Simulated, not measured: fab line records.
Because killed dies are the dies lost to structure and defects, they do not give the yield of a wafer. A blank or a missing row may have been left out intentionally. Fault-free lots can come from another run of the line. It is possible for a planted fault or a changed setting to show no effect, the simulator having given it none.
One fault through the eyes of 2 desks	flow gf180mcu	only its own numbers are on each desk; what lay behind them is given at the end

THE TOOL OWNER'S DESK: plasma_asher-03
The tool's own readings at GF_PSD_STRIP_10 (strips in O2/N2): means of the sampled wafers that have a number, for each lot that ran on this tool. A lot is out of limits, marked OUT, if its mean lies more than 4 standard deviations from the usual mean; the brackets give that distance.
Columns: A = drypump_motor_current_A at GF_PSD_STRIP_10, usual 5.8 A; B = heater_power_w at GF_PSD_STRIP_10, usual 333 W; C = oes_product_au at GF_PSD_STRIP_10, usual 0.592 a.u.; D = strip_time_to_endpoint_s at GF_PSD_STRIP_10, usual 16.53 s
lot	first seen here	A	B	C	D
L758	day 15 04:28	6.1	316	0.597	16.53
L764	day 17 01:04	6.1	345	0.588	16.49
L765	day 17 06:39	6.1	344	0.592	16.51
L769	day 18 17:39	6.1	341	0.717 (+24) OUT	-
L778	day 22 02:52	6.1	346	0.591	16.53
L779	day 22 06:11	6.1	341	0.586	16.51
This desk's finding: out of limits on L769; first on L769, day 18 17:39 (oes_product_au at GF_PSD_STRIP_10). In limits: L758, L764, L765, L778, L779.

METROLOGY DESK
What the gauges read, lot by lot, whatever tool the lot ran on: means of the sampled wafers that have a number. A lot is out of limits, marked OUT, if its mean lies more than 4 standard deviations from the usual mean; the brackets give that distance.
Columns: A = NSD_TW at GF_NSD_TW_MEAS_12, usual 4290; B = PSD_TW at GF_PSD_TW_MEAS_11, usual 3197; C = SAB_OVL at GF_SAB_OVL_MEAS_10, usual 0.4 nm
lot	first seen here	A	B	C
L757	day 13 15:55	4301	3181	-0.2
L759	day 14 01:37	4298	3207	1.8
L758	day 14 07:55	4263	3183	0.8
L761	day 14 19:13	4307	3234	3.1
L762	day 15 17:28	4275	3208	2.2
L764	day 16 02:05	4326	3236	-1.0
L765	day 16 07:34	4317	3187	1.0
L767	day 17 02:27	4301	3180	-0.7
L769	day 17 17:25	4289	3191	1.1
L770	day 18 02:22	4297	3284	1.7
L771	day 18 09:02	4275	3175	0.6
L778	day 21 03:04	4287	3190	-1.0
L779	day 21 06:46	4241	3194	1.1
This desk's verdict: no lot among the 13 shows anything out of limits.

PUT TOGETHER
The tool owner's desk had the chance to raise an alarm at day 18 17:39 on L769.
The metrology desk saw nothing out of limits.
The metrology desk holds a record of L769, inside its limits.
On plasma_asher-03, each named lot ran GF_PSD_STRIP_10.

WHAT THE SIMULATOR HAD PUT IN
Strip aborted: plasma_asher-03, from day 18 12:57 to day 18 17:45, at GF_PSD_STRIP_10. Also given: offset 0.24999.
Lots struck among those shown: L769.
Time in hours from fault onset to the first out-of-limits reading at each desk: the tool owner's desk, 5.
